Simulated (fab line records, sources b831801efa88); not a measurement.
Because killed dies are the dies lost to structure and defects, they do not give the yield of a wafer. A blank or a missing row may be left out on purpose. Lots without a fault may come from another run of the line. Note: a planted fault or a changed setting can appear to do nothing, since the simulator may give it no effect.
Comparing a struck lot with a sound one -- flow sky130 -- 20 out of 708 route steps
Sound: these wafers, L126.2, L126.4, L126.6. Struck: wafer L127.3. The cause is given at the end.
Per side, at each step with rows, come the tool, then ch with its chambers, and then its first start. Under that, the readings that differ: sound wafers -- struck wafers -- difference of the means -- sigmas: that difference in standard deviations of wafers without a fault.
alike: same words and numbers on both sides, and readings whose means sit less than 2 such deviations apart. not compared: any withheld reading, any reading some wafer has no value for, any bound like >300 that may hide the same value, and any number with overlapping values for which the record gives no deviation.
Wherever a step has rows on one side only, a row that says differs or no value, or a row with sigmas, the two part there. Numbers that don't overlap but have no deviation are shown without sigmas and don't part them. A reading that every wafer of one side lacks parts them only if that side has two wafers or more.

first, 1 step without rows for these wafers: SKY_FIELD_ISO_DEVELOP_12 (develop time 60 s).
SKY_FIELD_ISO_CD_MEAS_13: the cd target is 150 nm.
  struck on cd-sem-02, day 5 05:56; sound on cd-sem-01, day 5 03:29
  alike: cd-nm
SKY_FIELD_ISO_ETCH_14: etches BARC in N2/H2, stops on SiO2, time 45.9 s, target depth 60 nm.
  sound on rie-diel-04 ch 1,2,3, day 5 03:35; struck on rie-diel-04 ch 2, day 5 06:01
  alike: drypump-motor-current-A, oes-product-au, throttle-valve-pct
  not compared: rf-hours-counter-h
SKY_FIELD_ISO_ETCH_15: etches the open film in CHF3/O2, stops on Si, target depth 180 nm, time 72 s.
  sound on rie-diel-04 ch 1,2,3, day 5 03:37; struck on rie-diel-04 ch 2, day 5 06:04
  alike: drypump-motor-current-A, oes-product-au, throttle-valve-pct
  not compared: rf-hours-counter-h
SKY_FIELD_ISO_STRIP_16: strips in O2/N2.
  sound on plasma-asher-01 ch 0, day 5 03:41; struck on plasma-asher-01 ch 0, day 5 06:09
  alike: drypump-motor-current-A, oes-product-au, strip-time-to-endpoint-s
  not compared: rf-hours-counter-h
SKY_FIELD_ISO_ETCH_17: etches Si in HBr/Cl2/O2, target depth 342 nm, time 97.7 s.
  sound on rie-si-01 ch 0,1, day 5 03:47; struck on rie-si-01 ch 3, day 5 06:13
  alike: drypump-motor-current-A, oes-product-au, throttle-valve-pct
  not compared: rf-hours-counter-h
then, 5 steps without rows for these wafers: SKY_FIELD_ISO_WET_ETCH_18 (etches Si3N4 in H3PO4, target depth 25 nm, time 286 s); SKY_FIELD_ISO_CLEAN_19 (cleans in SC1/SC2, time 150 s); SKY_FIELD_ISO_CLEAN_20 (cleans in dHF, time 20 s); SKY_FIELD_ISO_WET_ETCH_21 (etches SiO2 in dHF, target depth 20 nm, time 400 s); SKY_FIELD_ISO_OXIDATION_22 (stabilise 600 s, purge 300 s, target thk 10 nm).
SKY_FIELD_ISO_THK_MEAS_23:
  struck on film-metro-03, day 5 08:14; sound on film-metro-04, day 5 05:18
  alike: FIELD_ISO_OXIDATION_01_THK
SKY_FIELD_ISO_CVD_24: deposits SiO2, target thk 595 nm, time 99.2 s.
  sound on hdpcvd-02 ch 0,1, day 5 05:21; struck on hdpcvd-01 ch 0, day 5 08:16
reading,sound,struck,difference,sigmas
model.SiO2_of_FIELD_ISO_CVD_24.thk-nm (nm),582 578.6 589.8,333.4,-250.1,
SKY_FIELD_ISO_THK_MEAS_25:
  struck on film-metro-04, day 5 08:35; sound on film-metro-01, day 5 05:26
reading,sound,struck,difference,sigmas
FIELD_ISO_CVD_24_THK (nm),582 579 590,333,-251,-36
  not compared: hold
SKY_FIELD_ISO_CMP_27: polishes, stops on Si3N4, t overpolish 16 s, target thk 457.8 nm.
  sound on cmp-02 ch 0,3, day 5 08:11; struck on cmp-02 ch 0, day 5 15:41
reading,sound,struck,difference,sigmas
time-to-endpoint-s (s),114 116 115,65,-50,-10
  alike: motor-current-A
then, 2 steps without rows for these wafers: SKY_FIELD_ISO_WET_ETCH_28 (etches SiO2 in dHF, target depth 23.7 nm, time 47 s); SKY_FIELD_ISO_WET_ETCH_29 (etches Si3N4 in H3PO4, target depth 160 nm, time 1825 s).
SKY_FIELD_ISO_WET_ETCH_30: etches SiO2 in dHF, target depth 25 nm, time 50 s.
  sound on wet-bench-04 ch 3, day 5 08:59; struck on wet-bench-04 ch 1, day 5 16:35
reading,sound,struck,difference,sigmas
model.SiO2_of_FIELD_ISO_CVD_24.thk-nm (nm),405.5 405.1 405.3,280.7,-124.6,
then, 1 step without rows for these wafers: SKY_NWELL_CLEAN_00 (cleans in SC1/SC2, time 150 s).
-- the record jumps here: 44 days lie between the struck wafers' starts before and after (it left off in module NWELL and takes up again in module PAD_OPEN, whose first step shown is number 708 of the route) --
SKY_PAD_OPEN_PROBE_99:
  struck on prober-02, day 49 16:19; sound on prober-01, day 49 08:12
reading,sound,struck,difference,sigmas
hold,- - -,await-dispo/2.1h/release,no value on the sound wafers,
killed-at-front-end,15 16 8,427,+414,+99 or more
killed-dies,94 78 72,492,+411,+47
killed-on-rim,25 18 12,96,+78,+19
  alike: killed_at_M0_to_M3, killed_at_M4_up, killed-at-contacts, killed-at-other, killed-open, killed-short

## WHERE THEY PART
Last at SKY_PAD_OPEN_PROBE_99 as far as this record goes, first at SKY_FIELD_ISO_THK_MEAS_25.

WHY: whatever the simulator had introduced
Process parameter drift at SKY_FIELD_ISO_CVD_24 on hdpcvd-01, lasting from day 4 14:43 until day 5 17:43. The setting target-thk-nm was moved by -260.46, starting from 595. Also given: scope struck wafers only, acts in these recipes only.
